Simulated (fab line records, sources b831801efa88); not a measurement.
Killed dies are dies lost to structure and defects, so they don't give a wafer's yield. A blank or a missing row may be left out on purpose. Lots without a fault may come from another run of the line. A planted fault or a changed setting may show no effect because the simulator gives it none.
Problem report in the 8D (eight disciplines) form, filled by code | flow sky130 | the parts of the form that need people (team, actions taken, sign-off) are left out

1. THE PROBLEM
platen_rpm at SKY_VIA4_CMP_21 reads a mean of 66.03 rpm on 2 wafers of 1 lot; wafers without a fault read 60.00 rpm with a standard deviation of 0.045. That is +99 or more standard deviations from the usual mean.
The step: polishes, stops on SiO2, t overpolish 25 s, target thk 0 nm.
First seen on wafer L944.1, day 47 17:21, on cmp-02. The record holds 33 wafers of 11 lots with a number at this step. Rule for "out", or "out of limits": more than 4 standard deviations from the usual mean. The other wafers with a number count as sound.

2. WHAT IT IS AND WHAT IT IS NOT
question                    | is                | is not
which readings at this step | platen_rpm        | motor_current_A, overpolish_run_s, time_to_endpoint_s
which lots                  | L944              | L925, L929, L930, L931, L932, L933, L934, L936, L947, L948
which wafers of those lots  | L944.1, L944.5    | L944.6
read on which tools         | cmp-02            | cmp-01
when                        | from day 47 17:21 | up to then (25 sound wafers); but 6 sound wafers of L947, L948 came after

3. SUSPECTS, AND WHAT RULES EACH OUT
Counting: a tool at a process step up to the reading stays a suspect if it ran every lot that is out. Sound lots after the first of them don't rule it out here, since some wafers of a struck lot are sound.
- rie_metal-02 at SKY_CAP2M_METAL_ETCH_13 (etches TiN in Cl2/BCl3, stops on SiO2, target depth 220 nm, time 62.9 s): kept. It ran the lot that is out, L944 (day 45 20:34).
- cmp-02 at SKY_VIA4_CMP_21 (polishes, stops on SiO2, t overpolish 25 s, target thk 0 nm): kept. It ran the lot that is out, L944 (day 47 17:21); its last sound lot up to then is L936 (day 45 18:39). Its own readings are out on those wafers: platen_rpm.
- Within cmp-02 at SKY_VIA4_CMP_21: the wafers that are out ran in chamber 1; their sound lot-mates ran in chamber 0.
Left after counting: rie_metal-02 at SKY_CAP2M_METAL_ETCH_13, cmp-02 at SKY_VIA4_CMP_21.

4. THE CAUSE (what the simulator had put in)
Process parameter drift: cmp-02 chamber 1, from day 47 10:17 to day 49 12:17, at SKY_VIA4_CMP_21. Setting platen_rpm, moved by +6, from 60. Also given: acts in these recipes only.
Counting left 2 suspects, and this tool is among them.

5. THE CHAIN OF EFFECTS, in route order
Each row: a reading whose mean over the struck wafers that have a number lies more than 3 standard deviations from the usual. Only readings for which the record gives a usual standard deviation are gone through. hours: the time from each lot's start at the first step in this table that gives one to its start at this step, as a median over the lots. sigmas: the change in usual standard deviations.
hours | step            | reading    | usual     | on struck wafers | change | sigmas
0     | SKY_VIA4_CMP_21 | platen_rpm | 60.00 rpm | 66.03            | +6.03  | +99 or more
The process steps in it:
- SKY_VIA4_CMP_21: polishes, stops on SiO2, t overpolish 25 s, target thk 0 nm.

6. WHAT WOULD HAVE CAUGHT IT SOONER
In this record the first reading out of limits was taken at day 47 17:21, 7 hours after the fault began at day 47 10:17.
